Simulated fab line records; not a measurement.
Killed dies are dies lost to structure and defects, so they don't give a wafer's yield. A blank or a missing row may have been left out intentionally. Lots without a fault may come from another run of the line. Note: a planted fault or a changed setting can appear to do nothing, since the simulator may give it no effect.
Which tool was responsible? / flow gf180mcu / 13 lots with 39 wafers sampled at 3 steps, on a route of 602 steps

== WHAT THE GAUGES SHOWED, per wafer ==
GF_SAB_THK_MEAS_01. Usual: for SAB_CVD_00_THK the level is 50.1 nm and the standard deviation is 0.67.
lot=L968; measured=day 14 05:57; on=film-metro-03; SAB_CVD_00_THK (nm)=50.3 51.0 51.7; flag=
lot=L970; measured=day 14 23:25; on=film-metro-03; SAB_CVD_00_THK (nm)=49.3 50.6 50.0; flag=
lot=L971; measured=day 15 02:19; on=film-metro-04; SAB_CVD_00_THK (nm)=49.1 48.8 49.7; flag=
lot=L972; measured=day 15 16:47; on=film-metro-04; SAB_CVD_00_THK (nm)=50.1 48.8 50.2; flag=
lot=L973; measured=day 15 23:10; on=film-metro-03; SAB_CVD_00_THK (nm)=49.6 50.2 50.9; flag=
lot=L974; measured=day 16 08:48; on=film-metro-04; SAB_CVD_00_THK (nm)=50.1 50.3 50.9; flag=
lot=L976; measured=day 17 00:28; on=film-metro-03; SAB_CVD_00_THK (nm)=50.4 50.8 51.1; flag=
lot=L977; measured=day 17 10:01; on=film-metro-04; SAB_CVD_00_THK (nm)=49.9 50.4 50.1; flag=
lot=L979; measured=day 18 06:43; on=film-metro-03; SAB_CVD_00_THK (nm)=50.2 49.7 51.1; flag=
lot=L980; measured=day 18 15:33; on=film-metro-03; SAB_CVD_00_THK (nm)=49.2 49.8 49.8; flag=
lot=L981; measured=day 18 21:20; on=film-metro-02; SAB_CVD_00_THK (nm)=50.0 50.9 50.8; flag=
lot=L985; measured=day 20 03:40; on=film-metro-02; SAB_CVD_00_THK (nm)=49.4 50.6 50.1; flag=
lot=L987; measured=day 20 21:35; on=film-metro-04; SAB_CVD_00_THK (nm)=50.1 50.2 52.8; flag=

GF_V1_CD_MEAS_14 targets a cd of 260 nm. Usual: 260.0 nm for cd-nm, sd 1.4.
lot=L968; measured=day 18 01:52; on=cd-sem-01; cd-nm (nm)=259.0 260.6 260.2; flag=
lot=L970; measured=day 18 22:59; on=cd-sem-02; cd-nm (nm)=258.4 259.4 259.7; flag=
lot=L971; measured=day 19 02:00; on=cd-sem-01; cd-nm (nm)=259.8 261.8 260.0; flag=
lot=L972; measured=day 19 18:49; on=cd-sem-02; cd-nm (nm)=260.2 260.9 259.4; flag=
lot=L973; measured=day 20 02:34; on=cd-sem-01; cd-nm (nm)=259.6 260.1 260.0; flag=
lot=L974; measured=day 20 12:40; on=cd-sem-01; cd-nm (nm)=261.3 261.7 261.4; flag=
lot=L976; measured=day 21 04:25; on=cd-sem-02; cd-nm (nm)=260.8 262.1 261.7; flag=
lot=L977; measured=day 21 15:20; on=cd-sem-02; cd-nm (nm)=257.4 258.0 257.4; flag=
lot=L979; measured=day 22 10:35; on=cd-sem-01; cd-nm (nm)=258.0 258.6 258.6; flag=
lot=L980; measured=day 22 20:05; on=cd-sem-01; cd-nm (nm)=259.9 260.0 260.1; flag=
lot=L981; measured=day 23 01:59; on=cd-sem-01; cd-nm (nm)=262.8 263.7 262.5; flag=
lot=L985; measured=day 24 05:18; on=cd-sem-01; cd-nm (nm)=260.3 259.6 259.9; flag=
lot=L987; measured=day 24 22:01; on=cd-sem-02; cd-nm (nm)=260.9 259.9 261.2; flag=

== WHICH TOOL RAN EACH LOT (tool, then ch and the chambers of the sampled wafers, then the start) ==
lot=L968; GF_SAB_CVD_00=pecvd-03 ch 0,1, day 14 05:56
lot=L970; GF_SAB_CVD_00=pecvd-03 ch 0,1,2, day 14 23:23
lot=L971; GF_SAB_CVD_00=pecvd-04 ch 0,2, day 15 02:17
lot=L972; GF_SAB_CVD_00=pecvd-04 ch 0,1, day 15 16:46
lot=L973; GF_SAB_CVD_00=pecvd-03 ch 0,1, day 15 23:08
lot=L974; GF_SAB_CVD_00=pecvd-03 ch 0,1,2, day 16 08:46
lot=L976; GF_SAB_CVD_00=pecvd-03 ch 0,1, day 17 00:23
lot=L977; GF_SAB_CVD_00=pecvd-01 ch 0,1,2, day 17 09:59
lot=L979; GF_SAB_CVD_00=pecvd-01 ch 0,1, day 18 06:41
lot=L980; GF_SAB_CVD_00=pecvd-03 ch 0,2, day 18 15:32
lot=L981; GF_SAB_CVD_00=pecvd-03 ch 1,2, day 18 21:19
lot=L985; GF_SAB_CVD_00=pecvd-01 ch 0,1, day 20 03:38
lot=L987; GF_SAB_CVD_00=pecvd-03 ch 0,1,2, day 20 21:31
- GF_SAB_CVD_00: deposits SiO2 from TEOS, target thk 50 nm, time 4.9302 s.

== AS READ BY THE TOOLS THEMSELVES (means over the sampled wafers that have a number; for cases with no such wafer, the mark the record gives instead) ==
GF_SAB_CVD_00. Usual: 666 W for heater-power-w, sd 93.
lot=L968; tool=pecvd-03; heater-power-w (W)=758; flag=
lot=L970; tool=pecvd-03; heater-power-w (W)=676; flag=
lot=L971; tool=pecvd-04; heater-power-w (W)=736; flag=
lot=L972; tool=pecvd-04; heater-power-w (W)=607; flag=
lot=L973; tool=pecvd-03; heater-power-w (W)=770; flag=
lot=L974; tool=pecvd-03; heater-power-w (W)=717; flag=
lot=L976; tool=pecvd-03; heater-power-w (W)=758; flag=
lot=L977; tool=pecvd-01; heater-power-w (W)=678; flag=
lot=L979; tool=pecvd-01; heater-power-w (W)=670; flag=
lot=L980; tool=pecvd-03; heater-power-w (W)=610; flag=
lot=L981; tool=pecvd-03; heater-power-w (W)=719; flag=
lot=L985; tool=pecvd-01; heater-power-w (W)=576; flag=
lot=L987; tool=pecvd-03; heater-power-w (W)=678; flag=

== THE ANSWER, worked out from the rows above alone ==
Rule: a lot counts as off when the mean over its wafers that have a number is more than 3 standard deviations away from the usual mean. Also off: a lot with no number at a reading for which 4 or more lots have one. All remaining lots with rows at the step are treated as sound. Order of review: gauges by route order, followed by the tools' own readings, for which a lot's mean as printed above is used. At the first step where some lot is off, the reading lying furthest off is the one used; lots without a number count as furthest.
No lot is off at any reading shown: from this, nothing can be told.

== WHAT THE SIMULATOR PUT IN ==
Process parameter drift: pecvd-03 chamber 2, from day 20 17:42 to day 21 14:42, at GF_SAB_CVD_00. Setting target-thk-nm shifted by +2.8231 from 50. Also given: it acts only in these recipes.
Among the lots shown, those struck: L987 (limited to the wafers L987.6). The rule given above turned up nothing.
